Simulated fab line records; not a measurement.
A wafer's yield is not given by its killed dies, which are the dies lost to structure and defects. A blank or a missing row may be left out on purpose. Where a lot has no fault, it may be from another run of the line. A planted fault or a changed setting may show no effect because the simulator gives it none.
Matching of chambers	flow sky130	SKY_VIA4_CMP_21 on cmp-02: 4 sister chambers
The step polishes, stops on SiO2, t overpolish 25 s, target thk 0 nm. 14 wafers are shown with their chamber, then 7 later ones without.

EACH WAFER AND ITS CHAMBER
wafer	chamber	motorCurrentA (A)	overpolishRunS (s)	timeToEndpointS (s)
L076.1	0	13.1	24.998	118
L076.2	2	10.9	24.990	123
L076.5	3	11.4	25.003	124
L078.1	1	11.4	24.982	120
L078.2	2	10.7	24.987	114
L078.6	3	11.9	25.016	118
L083.2	0	11.7	25.007	117
L083.4	1	10.9	24.999	123
L083.6	3	12.4	25.003	126
L085.1	3	11.7	24.995	125
L085.3	1	11.2	24.997	123
L085.5	3	12.6	24.992	128
L086.2	1	11.3	25.004	120
L086.4	3	11.6	25.013	121

SIGNATURES (averages over the wafers above)
reading	chamber 0	chamber 1	chamber 2	chamber 3	scatter within a chamber
motorCurrentA	12.400	11.200	10.800	11.933	0.475
overpolishRunS	25.00250	24.99550	24.98850	25.00367	0.00875
timeToEndpointS	117.50	121.50	118.50	123.67	3.4
Rule: for each reading, subtract the chamber's mean from the wafer's reading, divide by that reading's scatter and square the result; add these up over the readings and take the root, which gives the wafer's distance from the chamber. If the next closest chamber is less than 2 further off than the closest, the wafer can't be placed; otherwise it belongs to the closest. The scatter: the root of (the sum of the squares of (reading less its chamber's mean) over the shown wafers, divided by (wafers less chambers)).

WAFERS WHOSE CHAMBER IS MISSING
wafer	motorCurrentA (A)	overpolishRunS (s)	timeToEndpointS (s)
L086.5	12.5	24.990	121
L089.3	11.9	24.994	119
L089.4	10.4	25.002	119
L089.5	12.9	25.004	117
L093.3	10.6	24.993	124
L093.4	13.0	24.992	121
L093.6	10.7	25.011	121

WHICH CHAMBER EACH ONE RAN IN
wafer	from the rows above	in truth
L086.5	can't be placed: 0 or 3 or 1 or 2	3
L089.3	can't be placed: 0 or 1 or 3 or 2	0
L089.4	can't be placed: 2 or 1 or 3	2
L089.5	can't be placed: 0 or 3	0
L093.3	can't be placed: 1 or 2 or 3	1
L093.4	can't be placed: 0 or 3 or 1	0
L093.6	can't be placed: 1 or 2 or 3 or 0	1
Correct placement for 0 of the 7. Can't be placed from these rows: 7 (the true chamber is among the candidates in 7). Placed wrongly: 0.
